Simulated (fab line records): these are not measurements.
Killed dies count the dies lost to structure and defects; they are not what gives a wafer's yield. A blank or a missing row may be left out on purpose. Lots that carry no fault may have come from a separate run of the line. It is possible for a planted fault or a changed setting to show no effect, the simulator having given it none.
Struck lot and sound lot, side by side / flow sky130 / 28 steps out of a route of 708
Sound: these wafers, L766.1, L766.2, L766.3. Struck: wafer L775.3 (left out: L775.2, L775.4 of the same lot, which were not struck); the cause appears at the end.
Per side, at each step with rows, come the tool, then ch with its chambers, and then its first start. Under that, the readings that differ: sound wafers / struck wafers / difference of the means / sigmas: that difference in standard deviations of wafers without a fault.
alike: words and numbers the same on both sides, and readings whose means are apart by under 2 such deviations; not compared: readings that were withheld, readings missing a value for some wafer, numbers with overlapping values and no deviation given by the record, and bounds like >300 which may hide the same value.
Wherever a step has rows on one side only, a row that says differs or no value, or a row with sigmas, the two part there. Numbers that have no deviation but don't overlap get no sigmas and don't part them. A reading that every wafer of one side lacks parts them only if that side has two wafers or more.

SKY_VIA4_ETCH_12: etches SiO2 in C4F8/O2/Ar, stops on TiN, target depth 580 nm.
  sound on rie_diel-02 ch 0,2,3, day 44 10:03; struck on rie_diel-02 ch 3, day 46 04:06
  alike: oes_product_au
SKY_VIA4_STRIP_13: strips in O2/N2.
  sound on plasma_asher-03 ch 0,1, day 44 10:08; struck on plasma_asher-03 ch 1, day 46 04:10
  alike: drypump_motor_current_A, oes_product_au, strip_time_to_endpoint_s
  not compared: rf_hours_counter_h
then, 5 steps without rows for these wafers: SKY_VIA4_STRIP_14 (strips in post etch residue remover, time 1200 s); SKY_VIA4_CLEAN_15 (cleans in IPA, time 180 s); SKY_VIA4_CLEAN_16 (cleans in O3/DIW); SKY_VIA4_SPUTTER_17 (material TiN, target thk 20 nm, time 80 s); SKY_VIA4_CVD_18 (deposits W, target thk 505 nm, time 152.14 s).
SKY_VIA4_RS_MEAS_19: measurement is done with a four-point probe.
  sound on film_metro-03, day 44 10:58; struck on film_metro-03, day 46 05:02
  alike: VIA4_W_RS
SKY_VIA4_THK_MEAS_20: measures by xrf.
  sound on film_metro-03, day 44 11:05; struck on film_metro-03, day 46 05:08
  alike: VIA4_W_THK
then, 3 steps without rows for these wafers: SKY_VIA4_CMP_21 (polishes, stops on SiO2, t overpolish 25 s, target thk 0 nm); SKY_METAL5_SPUTTER_00 (material Ti, target thk 15 nm, time 10 s); SKY_METAL5_SPUTTER_01 (material TiN, target thk 20 nm, time 16.7 s).
SKY_METAL5_SPUTTER_02: material AlCu, target thk 1150 nm, time 61.2 s.
  sound on pvd_sputter-03, day 44 11:29; struck on pvd_sputter-03, day 46 05:39
reading=model.AlCu_of_METAL5_SPUTTER_02.thk_nm (nm); sound=1169 1169 1170; struck=982.8; difference=-186.5; sigmas=
  alike: throttle_valve_pct
SKY_METAL5_SPUTTER_03: material Ti, target thk 5 nm, time 3.3 s.
  sound on pvd_sputter-03, day 44 11:32; struck on pvd_sputter-03, day 46 05:42
  alike: throttle_valve_pct
SKY_METAL5_SPUTTER_04: material TiN, target thk 70 nm, time 58.3 s.
  sound on pvd_sputter-03, day 44 11:34; struck on pvd_sputter-03, day 46 05:43
  alike: throttle_valve_pct
SKY_METAL5_RS_MEAS_05: measurement is done with a four-point probe.
  sound on film_metro-04, day 44 11:37; struck on film_metro-03, day 46 05:47
reading=METAL5_ALCU_RS (ohm/sq); sound=0.02656 0.02656 0.02656; struck=0.03165; difference=+0.00509; sigmas=+19
SKY_METAL5_THK_MEAS_06: measures by xrf.
  sound on film_metro-04, day 44 11:44; struck on film_metro-03, day 46 05:54
reading=METAL5_ALCU_THK (nm); sound=1178 1189 1177; struck=995; difference=-186; sigmas=-14
then, 8 steps without rows for these wafers: SKY_METAL5_DEHYDRATE_07 (time 60 s); SKY_METAL5_HMDS_08 (prime time 60 s); SKY_METAL5_COAT_09 (resist thk 1800 nm); SKY_METAL5_SOFTBAKE_10 (time 60 s); SKY_METAL5_EXPOSE_11 (exposes mask MM5, target cd 1600 nm); SKY_METAL5_PEB_12; SKY_METAL5_DEVELOP_13 (develop time 60 s); SKY_METAL5_DESCUM_14 (chemistry O2, time 11 s).
SKY_METAL5_METAL_ETCH_15: etches the open film in Cl2/BCl3, stops on SiO2, target depth 1260 nm, time 252 s.
  sound on rie_metal-03 ch 0,1, day 45 05:51; struck on rie_metal-02 ch 1, day 47 02:03
reading=oes_product_au (a.u.); sound=0.903 0.890 0.898; struck=0.830; difference=-0.067; sigmas=-13
  alike: drypump_motor_current_A, mfc_cl2_sccm, throttle_valve_pct
  not compared: rf_hours_counter_h
SKY_METAL5_STRIP_16: strips in O2/N2.
  sound on plasma_asher-01 ch 0,1, day 45 06:05; struck on plasma_asher-02 ch 0, day 47 02:17
  alike: drypump_motor_current_A, oes_product_au, strip_time_to_endpoint_s
  not compared: rf_hours_counter_h
SKY_PAD_OPEN_PROBE_99:
  sound on prober-02, day 47 02:28; struck on prober-02, day 48 19:45
reading=killed_at_front_end; sound=11 19 16; struck=7; difference=-8; sigmas=-2
reading=model.etest.met5.rs_ohm_sq; sound=0.02678 0.02704 0.02675; struck=0.03189; difference=+0.00503; sigmas=
reading=model.etest.met5.line_ohm_um; sound=0.01678 0.01688 0.01668; struck=0.01989; difference=+0.00311; sigmas=
  alike: defect_limited_yield, killed_at_M0_to_M3, killed_at_M4_up, killed_at_contacts, killed_at_other, killed_dies, killed_open, killed_short, sort_bin_3_pad_short, sort_bin_5_function, sort_bin_6_memory, sort_n_pass, sort_yield_pct

WHERE THEY PART
Earliest at SKY_METAL5_RS_MEAS_05; latest, in this record, at SKY_PAD_OPEN_PROBE_99.

WHY: whatever the simulator had introduced
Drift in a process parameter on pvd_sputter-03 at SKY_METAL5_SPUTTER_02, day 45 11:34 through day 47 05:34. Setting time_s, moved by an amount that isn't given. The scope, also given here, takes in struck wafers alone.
